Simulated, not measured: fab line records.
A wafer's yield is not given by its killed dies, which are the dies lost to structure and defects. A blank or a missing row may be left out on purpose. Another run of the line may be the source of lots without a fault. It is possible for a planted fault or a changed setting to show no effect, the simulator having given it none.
A lot that was struck, set against a sound lot	flow sky130	38 out of 708 route steps
Sound: wafers L636.1, L636.5, L636.6. Struck: wafer L637.1. (L637.3, L637.4 of the same lot were not struck and are left out.) The cause comes at the end.
Per side, at each step with rows, come the tool, then ch with its chambers, and then its first start. Under that, the readings that differ: sound wafers	struck wafers	difference of the means	sigmas: that difference in standard deviations of wafers without a fault.
alike: readings whose means differ by less than 2 such deviations, and words and numbers that are the same on both sides. not compared: withheld readings, readings that some wafer has no value for, bounds like >300 that may hide the same value, and numbers for which the record gives no deviation and whose values overlap.
Wherever a step has rows on one side only, a row that says differs or no value, or a row with sigmas, the two part there. When numbers do not overlap yet have no deviation, they are printed without sigmas and do not part them. A reading that every wafer of one side lacks parts them only if that side has two wafers or more.

first, 9 steps without rows for these wafers: SKY_VIA2_SPUTTER_20 (material TiN, target thk 20 nm, time 80 s); SKY_VIA2_CVD_21 (deposits W, target thk 420 nm, time 126.4 s); SKY_VIA2_CMP_24 (polishes, stops on SiO2, t overpolish 20 s, target thk 0 nm); SKY_METAL3_SPUTTER_00 (material Ti, target thk 15 nm, time 10 s); SKY_METAL3_SPUTTER_01 (material TiN, target thk 20 nm, time 16.7 s); SKY_METAL3_SPUTTER_02 (material AlCu, target thk 735 nm, time 39.1 s); SKY_METAL3_SPUTTER_03 (material Ti, target thk 5 nm, time 3.3 s); SKY_METAL3_SPUTTER_04 (material TiN, target thk 70 nm, time 58.3 s); SKY_CAPM_CVD_00 (deposits SiO2, target thk 15.5 nm).
SKY_CAPM_SPUTTER_02: material TiN, target thk 200 nm, time 166.7 s.
  sound on pvd_sputter-03 at day 36 20:23; struck on pvd_sputter-03 at day 37 03:52
reading	sound	struck	difference	sigmas
model.TiN_of_CAPM_SPUTTER_02.thk_nm (nm)	202.2 200 199.5	222.6	+22.0	
  alike: throttle_valve_pct
SKY_CAPM_RS_MEAS_03: uses a four-point probe to measure.
  sound on film_metro-04 at day 36 20:29; struck on film_metro-01 at day 37 03:58
reading	sound	struck	difference	sigmas
CAPM_TIN_RS (ohm/sq)	6.84 6.91 6.93	6.19	-0.70	-10
SKY_CAPM_THK_MEAS_04: measures by xrf.
  sound on film_metro-04 at day 36 20:37; struck on film_metro-01 at day 37 04:05
reading	sound	struck	difference	sigmas
CAPM_TIN_THK (nm)	202.4 201.4 199.1	222.7	+21.7	+9
then, 7 steps without rows for these wafers: SKY_CAPM_DEHYDRATE_05 (time 60 s); SKY_CAPM_HMDS_06 (prime time 60 s); SKY_CAPM_COAT_07 (resist thk 1140 nm); SKY_CAPM_SOFTBAKE_08 (time 60 s); SKY_CAPM_EXPOSE_09 (exposes mask CAPM, target cd 1000 nm); SKY_CAPM_PEB_10; SKY_CAPM_DEVELOP_11 (develop time 60 s).
SKY_CAPM_METAL_ETCH_13: etches TiN in Cl2/BCl3, stops on SiO2, target depth 220 nm, time 62.9 s.
  sound on rie_metal-04 ch 0,1, day 37 22:15; struck on rie_metal-03 ch 1, day 38 05:21
reading	sound	struck	difference	sigmas
oes_product_au (a.u.)	0.946 0.941 0.940	0.993	+0.051	+7
throttle_valve_pct (%)	21.889 21.933 21.897	21.883	-0.023	-2
  alike: bcl3_flow_sccm, drypump_motor_current_A
  not compared: rf_hours_counter_h
then, 16 steps without rows for these wafers: SKY_CAPM_STRIP_14 (strips in O2/N2); SKY_CAPM_STRIP_15 (strips in post etch residue remover, time 1200 s); SKY_CAPM_CLEAN_16 (cleans in IPA, time 180 s); SKY_CAPM_CLEAN_17 (cleans in O3/DIW); SKY_METAL3_DEHYDRATE_05 (time 60 s); SKY_METAL3_HMDS_06 (prime time 60 s); SKY_METAL3_COAT_07 (resist thk 60 nm); SKY_METAL3_COAT_08 (resist thk 1140 nm); SKY_METAL3_SOFTBAKE_09 (time 90 s); SKY_METAL3_EXPOSE_10 (exposes mask MM3, target cd 300 nm); SKY_METAL3_PEB_11; SKY_METAL3_DEVELOP_12 (develop time 60 s); SKY_METAL3_DESCUM_15 (chemistry O2, time 8 s); SKY_METAL3_ETCH_16 (etches BARC in N2/H2, stops on SiO2, time 88.2 s, target depth 60 nm); SKY_METAL3_ETCH_17 (etches SiO2 in C4F8/O2/Ar, stops on TiN, time 3.9 s, target depth 15 nm); SKY_METAL3_METAL_ETCH_18 (etches the open film in Cl2/BCl3, stops on SiO2, target depth 845 nm, time 183.1 s).
SKY_METAL3_STRIP_20: strips in post etch residue remover, time 1200 s.
  sound on wet_bench-01 ch 1, day 39 00:17; struck on wet_bench-01 ch 1, day 39 08:30
reading	sound	struck	difference	sigmas
model.TiN_of_CAPM_SPUTTER_02.thk_nm (nm)	201.3 199.1 198.7	221.8	+22.1	
  alike: bath_heat_duty_pct
-- the record jumps here: 7 days lie between the struck wafers' starts before and after (it left off in module METAL3 and takes up again in module PAD_OPEN, whose first step shown is number 708 of the route) --
SKY_PAD_OPEN_PROBE_99:
  sound on prober-01 at day 46 05:25; struck on prober-02 at day 46 10:56
reading	sound	struck	difference	sigmas
defect_limited_yield (%)	80.3 80.5 78.0	84.8	+5.2	+3
killed_at_other	3 1 1	0	-2	-3
killed_dies	97 96 108	75	-25	-3
killed_short	44 35 51	31	-12	-2
model.etest.tester.sort_n_pass	395 396 384	244	-148	
model.etest.via3_chain.rc_ohm	9.265 9.576 9.651	19.66	+10.16	
model.etest.tester.sort_yield_pct (%)	80.28 80.49 78.05	49.59	-30.02	
model.etest.tester.sort_bin_4_pct (%)	0 0 0	6.777e-12	+6.777e-12	
model.etest.tester.sort_bin_5_pct (%)	11.59 14.02 11.99	44.92	+32.39	
model.etest.cap_mim.leak_log10_a_cm2	-9.046 -9.148 -9.15	-4.181	+4.934	
model.etest.cap_mim.plate_ohm_sq	5.975 5.933 6.057	5.421	-0.567	
model.etest.tester.sort_bin_8_pct (%)	0 0 0	4.362e-12	+4.362e-12	
  alike: killed_at_M0_to_M3, killed_at_M4_up, killed_at_contacts, killed_at_front_end, killed_on_rim, killed_open

## WHERE THEY PART
At SKY_CAPM_RS_MEAS_03 first; at SKY_PAD_OPEN_PROBE_99 last (within this record only).

WHY: what had been put in by the simulator
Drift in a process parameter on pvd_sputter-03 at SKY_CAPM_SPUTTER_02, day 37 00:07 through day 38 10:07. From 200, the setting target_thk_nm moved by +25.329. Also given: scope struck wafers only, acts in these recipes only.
